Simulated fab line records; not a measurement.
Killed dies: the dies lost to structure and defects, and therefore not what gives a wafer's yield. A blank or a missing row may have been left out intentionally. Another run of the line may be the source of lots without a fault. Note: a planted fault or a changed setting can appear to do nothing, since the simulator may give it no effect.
Which tool was responsible?    flow sky130    at 1 step of a route of 708, 13 lots with 39 wafers sampled

WHAT THE GAUGES READ, wafer by wafer
SKY_SD_N_RS_MEAS_17: measures by four-point-probe. Usual: SD_P_RS typically reads 147.4 ohm/sq, with standard deviation 0.32.
lot   measured      on             SD_P_RS (ohm/sq)   flag
L298  day 29 08:22  film-metro-04  147.3 147.4 146.9  
L297  day 29 10:18  film-metro-03  147.6 147.7 147.7  
L299  day 29 10:44  film-metro-04  148.3 147.2 147.6  
L300  day 29 12:42  film-metro-04  147.0 147.4 147.1  
L302  day 30 12:17  film-metro-03  147.1 147.3 147.0  
L303  day 30 17:52  film-metro-01  147.2 147.5 147.0  
L311  day 32 22:08  film-metro-01  146.8 146.9 147.5  
L312  day 33 00:10  film-metro-03  147.8 147.9 147.5  
L313  day 33 05:15  film-metro-03  147.3 147.0 147.5  
L315  day 34 01:50  film-metro-03  147.5 147.9 147.5  
L316  day 34 08:07  film-metro-04  147.4 147.2 147.4  
L318  day 35 06:22  film-metro-04  147.6 147.7 147.3  
L319  day 35 12:41  film-metro-04  147.4 148.0 147.7  

WHAT TOOL EACH LOT RAN ON (gives the tool, then ch and the chambers of the sampled wafers, and finally the start)
The record holds no process step before these readings.

AS READ BY THE TOOLS THEMSELVES (means over the sampled wafers that have a number; for cases with no such wafer, the mark the record gives instead)
The record holds no such reading with a usual standard deviation.

THE ANSWER, worked out from the rows above alone
Rule: take the mean of a lot's wafers that have a number; if it is more than 3 standard deviations from the usual mean, the lot is off. A lot without any number at a reading at which 4 lots or more have one is off too. All remaining lots with rows at the step are treated as sound. After the gauges, taken in route order, come the tools' own readings; for these a lot's mean is taken, as printed above. The first step at which some lot is off is used, and at that step the reading that is off furthest; a lot without a number counts as furthest.
Nothing can be told from this: no lot is off at any reading shown.

WHAT THE SIMULATOR HAD INSERTED
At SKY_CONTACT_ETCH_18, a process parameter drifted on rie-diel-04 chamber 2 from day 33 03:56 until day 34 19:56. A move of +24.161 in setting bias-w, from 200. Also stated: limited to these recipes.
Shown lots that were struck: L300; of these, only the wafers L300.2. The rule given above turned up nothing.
